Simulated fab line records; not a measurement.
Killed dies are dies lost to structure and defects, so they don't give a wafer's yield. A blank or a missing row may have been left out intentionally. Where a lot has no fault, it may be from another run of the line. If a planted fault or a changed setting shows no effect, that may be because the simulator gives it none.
fab line records	flow gf180mcu
[record] lots = 6	wafers = 18	last_day = 34
route steps=602 shown TOP_METAL@586 PASSIVATION@587
lots that met no fault: taken from a fault-free run of the same line
start_h: the number of hours between the record's first day and the start of the first shown wafer of the lot	wait_h: how many hours have passed since the lot's step before this one	" repeats the value in the row above	L1.1+2: a single row standing in for several wafers	- either no value or no given start	* or withheld: withheld	< > ~ a bound
route shown NAME@n: NAME is a module with steps in the file, n the number in the route of the first one	usual: mean/standard deviation of fault-free wafers	same: alike in all rows	chamber/n: place in a boat	sites: per-site readings	_std_site: how widely they spread, as a standard deviation	_edge_site: the outer-site mean with the inner-site mean subtracted	radius_mm: how far each site lies from the wafer's centre	mask NAME#n: copy n	behind: the most recent tool/chamber to have shaped the wafer	hold: why the lot was held/for how many hours/how that ended	device: transistor that didn't switch, given as n, p or np	end of line: the same wafers' tests at the end of the route	for a step that has no rows: nothing shown but its recipe	killed: not the wafer's yield, but the dies lost to structure and defects at the first sort	map: dies across one wafer; x = killed, . = not, _ = none there
set.NAME: the setting that was run; set.NAME@STEP: the one run at that earlier step	model.NAME: the simulator's own value behind a step, which no gauge read
a table for each step, a row for each wafer; lots at some steps of the route
services: when a tool's chamber went out of use (start_h, in hours from the record's first day, below 0 if earlier), for how many hours, and the reason
[[steps]]
[step GF_TOP_METAL_CLEAN_19]
[recipe] chemistry = DIW	dry = n2_spin
[step GF_PASSIVATION_CVD_00]
[recipe] material = SiO2	target_thk_nm = 1000	precursor = TEOS	temp_c = 400	time_s = 111.95	rf_w = 600
[usual] heater_power_w = 633/96
lot.wafer	tool	chamber	start_h	wait_h	heater_power_w	since_wet_clean_h
L168.3	pecvd-01	1	656.46	0.0	552	51
L168.5	"	1	"	"	614	-
L168.6	"	2	"	"	665	-
L171.1	pecvd-03	0	689.22	0.0	704	306
L171.2	"	2	"	"	597	306
L171.6	"	1	"	"	654	-
L177.1	pecvd-03	2	722.11	0.0	633	339
L177.2	"	1	"	"	612	339
L177.5	"	2	"	"	650	-
L184.1	pecvd-04	2	766.71	0.0	490	592
L184.2	"	0	"	"	778	592
L184.5	"	0	"	"	805	-
L187.1	pecvd-01	1	785.58	0.0	645	180
L187.2	"	2	"	"	551	180
L187.6	"	2	"	"	628	-
L190.2	pecvd-04	1	802.62	0.0	501	628
L190.4	"	2	"	"	594	-
L190.5	"	0	"	"	767	-
[step GF_PASSIVATION_THK_MEAS_01]
[recipe] reads = SiO2_of_PASSIVATION_CVD_00
[usual] PASSIVATION_CVD_00_THK = 1004/13
lot.wafer	tool	chamber	start_h	wait_h	PASSIVATION_CVD_00_THK[nm]
L168.3	film_metro-04	-	656.56	0.1	994
L168.5	"	-	"	"	1008
L168.6	"	-	"	"	1012
L171.1	film_metro-02	-	689.30	0.0	985
L171.2	"	-	"	"	993
L171.6	"	-	"	"	1019
L177.1	film_metro-04	-	722.19	0.0	988
L177.2	"	-	"	"	1010
L177.5	"	-	"	"	1008
L184.1	film_metro-03	-	766.79	0.0	987
L184.2	"	-	"	"	1013
L184.5	"	-	"	"	1010
L187.1	film_metro-03	-	785.66	0.0	992
L187.2	"	-	"	"	1010
L187.6	"	-	"	"	1020
L190.2	film_metro-03	-	802.71	0.0	986
L190.4	"	-	"	"	1004
L190.5	"	-	"	"	1012
[step GF_PASSIVATION_CVD_02]
[recipe] material = Si3N4	target_thk_nm = 700	time_s = 486.18	temp_c = 400	rf_w = 450
[usual] heater_power_w = 689/100
lot.wafer	tool	chamber	start_h	wait_h	heater_power_w	since_wet_clean_h
L168.3	pecvd-03	1	656.75	0.2	674	-
L168.5	"	1	"	"	716	-
L168.6	"	0	"	"	735	-
L171.1	pecvd-01	1	689.36	0.1	591	84
L171.2	"	2	"	"	591	84
L171.6	"	0	"	"	710	-
L177.1	pecvd-01	0	722.25	0.1	633	117
L177.2	"	2	"	"	672	117
L177.5	"	1	"	"	635	-
L184.1	pecvd-03	2	766.85	0.1	634	384
L184.2	"	1	"	"	739	384
L184.5	"	0	"	"	832	-
L187.1	pecvd-03	2	785.72	0.1	597	403
L187.2	"	0	"	"	913	403
L187.6	"	1	"	"	721	-
L190.2	pecvd-03	1	802.76	0.0	674	420
L190.4	"	0	"	"	906	-
L190.5	"	2	"	"	679	-
[step GF_PASSIVATION_THK_MEAS_03]
[recipe] reads = Si3N4_of_PASSIVATION_CVD_02
[usual] PASSIVATION_CVD_02_THK = 701/9.2
lot.wafer	tool	chamber	start_h	wait_h	PASSIVATION_CVD_02_THK[nm]
L168.3	film_metro-03	-	657.05	0.2	683
L168.5	"	-	"	"	689
L168.6	"	-	"	"	703
L171.1	film_metro-03	-	689.65	0.1	705
L171.2	"	-	"	"	694
L171.6	"	-	"	"	698
L177.1	film_metro-04	-	722.54	0.1	699
L177.2	"	-	"	"	690
L177.5	"	-	"	"	704
L184.1	film_metro-02	-	767.14	0.1	693
L184.2	"	-	"	"	686
L184.5	"	-	"	"	714
L187.1	film_metro-04	-	786.00	0.1	706
L187.2	"	-	"	"	714
L187.6	"	-	"	"	712
L190.2	film_metro-03	-	803.05	0.2	693
L190.4	"	-	"	"	704
L190.5	"	-	"	"	710
[step GF_PASSIVATION_DEHYDRATE_04]
[recipe] temp_c = 200	time_s = 60
[step GF_PASSIVATION_HMDS_05]
[recipe] prime_time_s = 60	prime_temp_c = 120
[step GF_PASSIVATION_COAT_06]
[recipe] spin_rpm = 2000	resist_thk_nm = 4000
[step GF_PASSIVATION_SOFTBAKE_07]
[recipe] temp_c = 110	time_s = withheld
[step GF_PASSIVATION_EXPOSE_08]
[recipe] mask_id = Pad	target_cd_nm = 40000	na = 0.57	dose_mj = 310
[step GF_PASSIVATION_PEB_09]
[recipe] temp_c = 115	time_s = withheld
[step GF_PASSIVATION_DEVELOP_10]
[recipe] develop_time_s = 60	dev_temp_c = 23
[step GF_PASSIVATION_ETCH_11]
[recipe] chemistry = CF4/O2	target_depth_nm = 2040	stop_on = TiN	source_w = 800	bias_w = 150	pressure_mtorr = 150	cf4_flow_sccm = 80	O2_flow_sccm = 10	time_s = 453.3
[usual] bias_w = 150.0/0.47	drypump_motor_current_A = 5.45/0.29	oes_product_au = 0.991/0.0061	rf_fwd_power_W = 798.8/2.5	throttle_valve_pct = 5.968/0.0091
lot.wafer	tool	chamber	start_h	wait_h	bias_w	drypump_motor_current_A	oes_product_au	rf_fwd_power_W	rf_hours_counter_h	throttle_valve_pct	model.coat_of_PASSIVATION_COAT_06.thk_nm
L168.3	rie_diel-03	1	675.35	-	150.5	4.77	0.995	796.5	25	5.977	2650
L168.5	"	0	"	"	150.1	5.33	0.981	800.0	-	5.980	2689
L168.6	"	1	"	"	151.0	4.77	0.988	795.8	-	5.968	2636
L171.1	rie_diel-03	0	708.18	-	150.2	5.29	0.978	795.0	6	5.961	2658
L171.2	"	2	"	"	149.6	5.31	1.002	798.3	56	5.962	2617
L171.6	"	1	"	"	151.1	4.76	0.995	801.3	-	5.971	2623
L177.1	rie_diel-01	2	739.55	-	150.7	5.50	0.994	795.0	15	5.970	2624
L177.2	"	3	"	"	149.3	5.76	0.999	797.9	2	5.961	2615
L177.5	"	1	"	"	149.4	5.52	0.990	798.4	-	5.968	2661
L184.1	rie_diel-01	1	782.13	-	150.3	5.56	0.904	669.6	15	5.955	2848
L184.2	"	0	"	"	149.7	5.44	0.918	673.5	3	5.943	2819
L184.5	"	1	"	"	150.4	5.54	0.914	670.8	-	5.953	2840
L187.1	rie_diel-01	2	800.83	-	149.9	5.51	0.909	670.5	18	5.952	2835
L187.2	"	1	"	"	150.6	5.52	0.912	673.2	16	5.947	2842
L187.6	"	1	"	"	149.9	5.54	0.910	672.7	-	5.958	2836
L190.2	rie_diel-04	3	817.45	-	150.2	5.83	0.991	797.9	8	5.978	2633
L190.4	"	3	"	"	150.2	5.81	0.992	796.0	-	5.961	2653
L190.5	"	0	"	"	151.2	5.56	0.985	800.2	-	5.960	2663
[step GF_PASSIVATION_STRIP_12]
[recipe] chemistry = O2/N2	power_w = 1447	pressure_mtorr = 1500	platen_temp_c = 250	o2_flow_sccm = 3000	n2_flow_sccm = 300	overash_fraction = 0.5
[usual] drypump_motor_current_A = 5.85/0.21	heater_power_w = 327/36	n2_flow_sccm = 300.0/0.84	oes_product_au = 0.733/0.0048	strip_time_to_endpoint_s = 32.01/0.27
[same] overash_fraction = 0.5
lot.wafer	tool	chamber	start_h	wait_h	drypump_motor_current_A	heater_power_w	n2_flow_sccm	oes_product_au	rf_hours_counter_h	strip_time_to_endpoint_s
L168.3	plasma_asher-01	0	675.65	0.2	6.07	385	300.0	0.736	-	32.16
L168.5	"	1	"	"	5.49	349	300.2	0.738	-	32.61
L168.6	"	0	"	"	6.05	372	299.0	0.730	-	32.03
L171.1	plasma_asher-02	0	708.45	0.1	6.14	326	299.3	0.723	67	32.26
L171.2	"	1	"	"	5.83	253	300.7	0.725	67	31.82
L171.6	"	1	"	"	5.83	252	299.3	0.726	-	31.87
L177.1	plasma_asher-01	1	739.82	0.1	5.48	346	301.4	0.737	34	31.89
L177.2	"	0	"	"	6.08	371	301.1	0.738	34	31.79
L177.5	"	0	"	"	6.02	381	300.3	0.727	-	32.29
L184.1	plasma_asher-02	1	782.40	0.1	5.82	254	300.1	0.734	75	34.42
L184.2	"	0	"	"	6.15	328	300.8	0.735	75	34.10
L184.5	"	1	"	"	5.82	254	301.7	0.725	-	34.31
L187.1	plasma_asher-03	0	801.10	0.1	5.68	320	299.6	0.727	6	34.26
L187.2	"	1	"	"	5.87	336	300.0	0.727	6	34.32
L187.6	"	0	"	"	5.67	322	300.2	0.733	-	34.29
L190.2	plasma_asher-02	0	817.71	0.1	6.17	316	299.3	0.733	79	31.99
L190.4	"	1	"	"	5.84	254	299.0	0.730	-	32.19
L190.5	"	0	"	"	6.18	325	300.4	0.734	-	32.31
[step GF_PASSIVATION_ANNEAL_13]
[recipe] temp_c = 400	time_s = 1800	ambient = N2/H2	idle_temp_c = 300	ramp_up_c_per_min = 10	ramp_down_c_per_min = 3
[step GF_PASSIVATION_PROBE_99]
lot.wafer	tool	chamber	start_h	wait_h	model.etest.tester.sort_n_pass	model.etest.tester.sort_yield_pct	model.etest.tester.sort_bin_5_pct
L168.3	prober-02	-	677.44	0.2	447	90.85	5.285
L168.5	prober-02	-	677.54	0.2	450	91.46	5.488
L168.6	prober-02	-	677.59	0.2	437	88.82	7.52
L171.1	prober-01	-	710.17	0.1	442	89.84	6.301
L171.2	prober-01	-	710.22	0.1	450	91.46	5.285
L171.6	prober-01	-	710.42	0.2	440	89.43	5.894
L177.1	prober-02	-	741.54	0.1	448	91.06	5.488
L177.2	prober-02	-	741.59	0.1	453	92.07	5.081
L177.5	prober-02	-	741.74	0.2	441	89.63	6.098
L184.1	prober-01	-	784.12	0.1	412	83.74	10.98
L184.2	prober-01	-	784.17	0.1	411	83.54	10.98
L184.5	prober-01	-	784.32	0.2	415	84.35	11.79
L187.1+2+6	prober-02	-	802.82	0.1	-	-	-
L190.2	prober-01	-	819.48	0.1	450	91.46	4.878
L190.4	prober-01	-	819.58	0.2	449	91.26	5.488
L190.5	prober-01	-	819.63	0.2	444	90.24	4.878
// killed by level:class
L168.3 CONTACT:geometric_particle:open=6 STI:geometric_particle:short=3 M1:geometric_particle:short=3 V1:geometric_particle:open=3 M3:geometric_particle:short=3 V4:geometric_particle:open=3 M5:geometric_particle:short=3 V5:geometric_particle:open=3
L168.5 M4:geometric_particle:short=5 V4:geometric_particle:open=5 CONTACT:geometric_particle:open=4 SAB:geometric_particle:open=3 V2:geometric_particle:open=3 V4:geometric_particle:short=3 V1:geometric_particle:open=2 V1:geometric_particle:short=2
L168.6 V1:geometric_particle:open=5 V2:geometric_particle:open=5 V3:geometric_particle:open=5 V4:geometric_particle:open=5 CONTACT:geometric_particle:open=4 STI:geometric_particle:short=3 CONTACT:geometric_particle:short=3 V1:geometric_particle:short=3
L171.1 CONTACT:geometric_particle:open=6 STI:geometric_particle:open=4 V4:geometric_particle:open=4 V5:geometric_particle:open=4 V1:geometric_particle:open=3 V2:geometric_particle:short=3 V4:geometric_particle:short=3 STI:geometric_particle:short=2
L171.2 STI:geometric_particle:open=6 V4:geometric_particle:open=5 V1:geometric_particle:open=4 V2:geometric_particle:short=4 V2:geometric_particle:open=4 CONTACT:geometric_particle:open=3 V3:geometric_particle:open=3 M1:geometric_particle:short=2
L171.6 V1:geometric_particle:open=6 CONTACT:geometric_particle:open=5 V3:geometric_particle:open=5 V5:geometric_particle:open=5 M3:geometric_particle:short=4 M2:geometric_particle:short=3 V4:geometric_particle:open=3 M5:geometric_particle:short=3
L177.1 CONTACT:geometric_particle:open=5 CONTACT:geometric_particle:short=3 V1:geometric_particle:short=3 V1:geometric_particle:open=3 V3:geometric_particle:open=3 V4:geometric_particle:open=3 M5:geometric_particle:short=3 STI:geometric_particle:short=2
L177.2 CONTACT:geometric_particle:open=7 V3:geometric_particle:open=5 V1:geometric_particle:short=3 V5:geometric_particle:open=3 CONTACT:geometric_particle:short=2 V1:geometric_particle:open=2 V2:geometric_particle:open=2 V4:geometric_particle:short=2
L177.5 V1:geometric_particle:open=5 M5:geometric_particle:short=5 M1:geometric_particle:short=4 V3:geometric_particle:short=4 STI:geometric_particle:open=3 STI:geometric_particle:short=3 V1:geometric_particle:short=3 V2:geometric_particle:open=3
L184.1 PASSIVATION:area_etch=22 CONTACT:geometric_particle:open=6 V4:geometric_particle:open=6 POLY_GATE:geometric_particle:short=5 V5:geometric_particle:open=5 V2:geometric_particle:open=4 M2:geometric_particle:short=4 STI:geometric_particle:open=3
L184.2 PASSIVATION:area_etch=19 V2:geometric_particle:open=7 V5:geometric_particle:open=7 M1:geometric_particle:short=6 V4:geometric_particle:open=6 V3:geometric_particle:open=6 CONTACT:geometric_particle:open=5 V1:geometric_particle:open=4
L184.5 PASSIVATION:area_etch=24 V1:geometric_particle:open=6 V4:geometric_particle:open=6 V5:geometric_particle:short=6 CONTACT:geometric_particle:open=5 V5:geometric_particle:open=5 M4:geometric_particle:short=5 V4:geometric_particle:short=5
L190.2 STI:geometric_particle:short=6 CONTACT:geometric_particle:open=5 STI:geometric_particle:open=4 CONTACT:geometric_particle:short=4 V1:geometric_particle:open=4 V4:geometric_particle:open=4 V1:geometric_particle:short=2 V2:geometric_particle:short=2
L190.4 CONTACT:geometric_particle:open=7 V3:geometric_particle:open=6 V4:geometric_particle:short=5 V5:geometric_particle:open=5 V4:geometric_particle:open=4 CONTACT:geometric_particle:short=3 STI:geometric_particle:open=2 V2:geometric_particle:open=2
L190.5 V1:geometric_particle:open=10 V3:geometric_particle:open=7 CONTACT:geometric_particle:open=4 V4:geometric_particle:open=4 V2:geometric_particle:short=3 V5:geometric_particle:short=3 STI:geometric_particle:open=2 V3:geometric_particle:short=2
// map L184.2 (x killed, . not)
__________xx...x...._________
________.x.xx........x_______
______xx.......x........_____
_____x...x......x...x....____
____x.......xx.....x......___
___....x...x..............x__
__.x........................_
_xx..............x.x...x.x..x
_.x..x..x.....x.x............
_.x...................x....x.
_...x.....x.x.xx.....x.......
_.xxx.x............x........x
_x....x......................
_..........x....x.xx.........
_.x...x...........x..........
__...x................x....._
___.x....x.......x.....x.xx__
____..x.........x....xx.x.___
_____..............x....x____
______..x............x.x_____
________x...........xx_______
__________xx........_________
// map L177.5 (x killed, . not)
__________x.....x..._________
________........x...x._______
______......x..........._____
_____....x...............____
____................x.....___
___...........x.x.x..x.....__
__..xx...................x.x_
_......x..........x...x.x....
_....xx..........x.......x...
_.................x..x......x
_..........x.................
_.x......x..x................
_.............x.x.....x......
_............................
_...................x..xx....
__.x.x..x........x.....x...._
___x.........x............x__
____.....x................___
_____.....x..xx........x.____
______.....x.........x.._____
________.............._______
__________.........._________
[[services]]
tool	chamber	start_h	hours	kind
pecvd-01	-	640.47	14.6	pm
rie_diel-04	1	641.56	8.8	repair
rie_diel-01	-	645.14	0.7	repair
plasma_asher-03	-	646.85	4.4	repair
plasma_asher-02	-	663.91	2.8	pm
rie_diel-01	3	679.79	-	clean
rie_diel-01	3	679.79	18.6	scheduled_down
rie_diel-01	3	679.79	18.6	vent_cycle
rie_diel-03	0	684.39	13.4	repair
rie_diel-01	0	702.17	-	clean
rie_diel-01	0	702.17	15.6	scheduled_down
rie_diel-01	0	702.17	15.6	vent_cycle
rie_diel-01	-	713.16	0.1	repair
rie_diel-01	1	718.73	4.1	repair
rie_diel-03	2	721.75	-	clean
rie_diel-03	2	721.75	16.5	scheduled_down
pecvd-01	-	726.32	0.5	repair
plasma_asher-03	-	733.75	9.0	pm
pecvd-01	-	744.45	1.1	repair
rie_diel-03	2	751.56	7.0	repair
rie_diel-04	3	755.66	24.8	repair
pecvd-01	2	759.74	6.0	repair
pecvd-04	-	778.27	0.9	repair
plasma_asher-03	-	780.03	2.2	repair
[[key]]
[first_sign] step = GF_PASSIVATION_ETCH_11	reading = rf_fwd_power_W	direction = down	sigmas = 51	usual = 798.8	struck = 671.7
[effect] step = GF_PASSIVATION_ETCH_11	reading = oes_product_au	direction = down	sigmas = 13	usual = 0.991	struck = 0.911
[effect] step = GF_PASSIVATION_STRIP_12	reading = strip_time_to_endpoint_s	direction = up	sigmas = 8.4	usual = *	struck = *
[model_effect] step = GF_PASSIVATION_ETCH_11	value = coat_of_PASSIVATION_COAT_06.thk_nm	without = 2644	struck = 2837
[model_effect] step = GF_PASSIVATION_PROBE_99	value = etest.tester.sort_n_pass	without = 434.3	struck = 412.7
met_at GF_PASSIVATION_ETCH_11
struck_wafers L184.1,L184.2,L184.5,L187.1,L187.2,L187.6
sort_left_out L187.1,L187.2,L187.6
onset_between 739.55 782.13
[fault] kind = process_parameter_drift	tool = rie_diel-01	chamber = -	onset_h = 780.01	steps = GF_PASSIVATION_ETCH_11	channel = source_w	offset = -128	shape = step	end_h = 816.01	acts_in = these_recipes_only	stated = 800
// sort_left_out: the simulated sort isn't trusted on such a fault, so these wafers' sort isn't shown, and their yield isn't known
